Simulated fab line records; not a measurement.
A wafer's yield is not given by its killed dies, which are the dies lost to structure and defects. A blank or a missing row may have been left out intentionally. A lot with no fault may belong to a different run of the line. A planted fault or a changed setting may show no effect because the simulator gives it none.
Comparing a struck lot with a sound one | flow sfqLine | 24 steps out of a route of 325
Sound: wafers L258.2, L258.3, L258.5. The struck wafers were L252.1, L252.3, L252.5. Last of all comes the cause.
For every step that has rows: the tool of each side, followed by ch and its chambers, followed by its first start. Under that, the readings that differ: sound wafers | struck wafers | difference of the means | sigmas: that difference in standard deviations of wafers without a fault.
alike: words and numbers the same on both sides, and readings whose means are apart by under 2 such deviations; not compared: readings that were withheld, readings missing a value for some wafer, numbers with overlapping values and no deviation given by the record, and bounds like >300 which may hide the same value.
The two part at a step that has a row with sigmas, a row that says differs or no value, or rows on one side only. Numbers that don't overlap but have no deviation are shown without sigmas and don't part them. Lack of a reading on every wafer of one side parts them only where that side has two or more wafers.

first, 6 steps without rows for these wafers: SFQ_TRILAYER_I6_VIA_LITHO_COAT_174 (resist thk 63.19 nm); SFQ_TRILAYER_I6_VIA_LITHO_COAT_169 (resist thk 650 nm); SFQ_TRILAYER_I6_VIA_LITHO_SOFTBAKE_173; SFQ_TRILAYER_I6_VIA_LITHO_EXPOSE_170 (exposes mask I6, target cd 700 nm); SFQ_TRILAYER_I6_VIA_LITHO_PEB_172 (peb time 60 s); SFQ_TRILAYER_I6_VIA_LITHO_DEVELOP_171 (time 60 s).
SFQ_I6_OVL_MEAS_942:
  struck on overlay-02, day 73 23:52; sound on overlay-02, day 75 19:27
  alike: I6_OVL
SFQ_TRILAYER_I6_VIA_BARC_OPEN_VIA_ETCH_235: etches BARC in O2, target depth 125 nm, time 41.7 s.
  sound on rieDiel-01 ch 0,1,3, day 75 19:29; struck on rieDiel-03 ch 0,1,3, day 73 23:54
  alike: drypumpMotorCurrentA, oesProductAu, rfFwdPowerW
  not compared: rfHoursCounterH
SFQ_TRILAYER_I6_VIA_ETCH_VIA_ETCH_172: etches SiO2 in CHF3, stops on Nb, target depth 260 nm.
  sound on rieDiel-01 ch 0,1,3, day 75 19:31; struck on rieDiel-03 ch 0,1,3, day 73 23:56
  alike: drypumpMotorCurrentA, oesProductAu, rfFwdPowerW
SFQ_TRILAYER_I6_VIA_STRIP_STRIP_173: strips in O2.
  sound on rieMetal-02 ch 0,1, day 75 19:38; struck on rieMetal-02 ch 0,1, day 74 00:03
  alike: drypumpMotorCurrentA, oesProductAu
  not compared: rfHoursCounterH
then, 2 steps without rows for these wafers: SFQ_TRILAYER_I6_VIA_STRIP_SOLV_CLEAN_174 (cleans in NMP, time 600 s); SFQ_TRILAYER_M7_DEP_PRE_CLEAN_176 (time 22.5 s).
SFQ_TRILAYER_M7_DEP_SPUTTER_175: material Nb, target thk 200 nm, time 133.3 s.
  struck on pvdSputter-04, day 74 01:07; sound on pvdSputter-03, day 75 20:26
  alike: throttleValvePct
SFQ_M7_RS_MEAS_943: a four-point-probe measurement.
  struck on filmMetro-04, day 74 01:13; sound on filmMetro-01, day 75 20:32
reading           | sound             | struck            | difference | sigmas
M7_NB_RS (ohm/sq) | 0.858 0.878 0.879 | 0.443 0.445 0.443 | -0.428     | -44
then, 6 steps without rows for these wafers: SFQ_TRILAYER_M7_LITHO_COAT_182 (resist thk 62 nm); SFQ_TRILAYER_M7_LITHO_COAT_177 (resist thk 600 nm); SFQ_TRILAYER_M7_LITHO_SOFTBAKE_181; SFQ_TRILAYER_M7_LITHO_EXPOSE_178 (exposes mask M7, target cd 500 nm); SFQ_TRILAYER_M7_LITHO_PEB_180 (peb time 60 s); SFQ_TRILAYER_M7_LITHO_DEVELOP_179 (time 60 s).
-- the record jumps here: 4 days lie between the struck wafers' starts before and after --
SFQ_M7_OVL_MEAS_945:
  struck on overlay-02, day 78 06:06; sound on overlay-02, day 80 07:26
  alike: M7_OVL
SFQ_TRILAYER_M7_BARC_OPEN_METAL_ETCH_229: etches BARC in O2, target depth 125 nm, time 41.7 s.
  sound on rieMetal-01 ch 0,1, day 80 07:28; struck on rieMetal-02 ch 0,1, day 78 06:08
  alike: drypumpMotorCurrentA, oesProductAu, rfFwdPowerW
  not compared: rfHoursCounterH
SFQ_TRILAYER_M7_ETCH_METAL_ETCH_180: etches Nb in Cl2/Ar, stops on SiO2, target depth 240 nm, time 120 s.
  sound on rieMetal-01 ch 0,1, day 80 07:31; struck on rieMetal-02 ch 0,1, day 78 06:12
reading                      | sound             | struck            | difference | sigmas
oesProductAu (a.u.)          | 0.922 0.904 0.901 | 1.006 0.979 0.998 | +0.085     | +10
model.M7.featureDepthNm (nm) | 207.5 202.8 202.4 | 241.9 234.3 240.3 | +34.6      | 
model.etch.depthNm (nm)      | 207.5 202.8 202.4 | 241.9 234.3 240.3 | +34.6      | 
  alike: drypumpMotorCurrentA, rfFwdPowerW
  not compared: rfHoursCounterH
SFQ_TRILAYER_M7_STRIP_STRIP_181: strips in O2.
  sound on rieMetal-01 ch 0,1, day 80 07:39; struck on rieMetal-02 ch 0,1, day 78 06:19
  alike: drypumpMotorCurrentA, oesProductAu
  not compared: rfHoursCounterH

WHERE THEY PART
Last at SFQ_TRILAYER_M7_ETCH_METAL_ETCH_180 as far as this record goes, first at SFQ_M7_RS_MEAS_943. Later steps at which nothing parts them and some readings are alike: SFQ_TRILAYER_M7_STRIP_STRIP_181.

WHY: the cause the simulator had injected
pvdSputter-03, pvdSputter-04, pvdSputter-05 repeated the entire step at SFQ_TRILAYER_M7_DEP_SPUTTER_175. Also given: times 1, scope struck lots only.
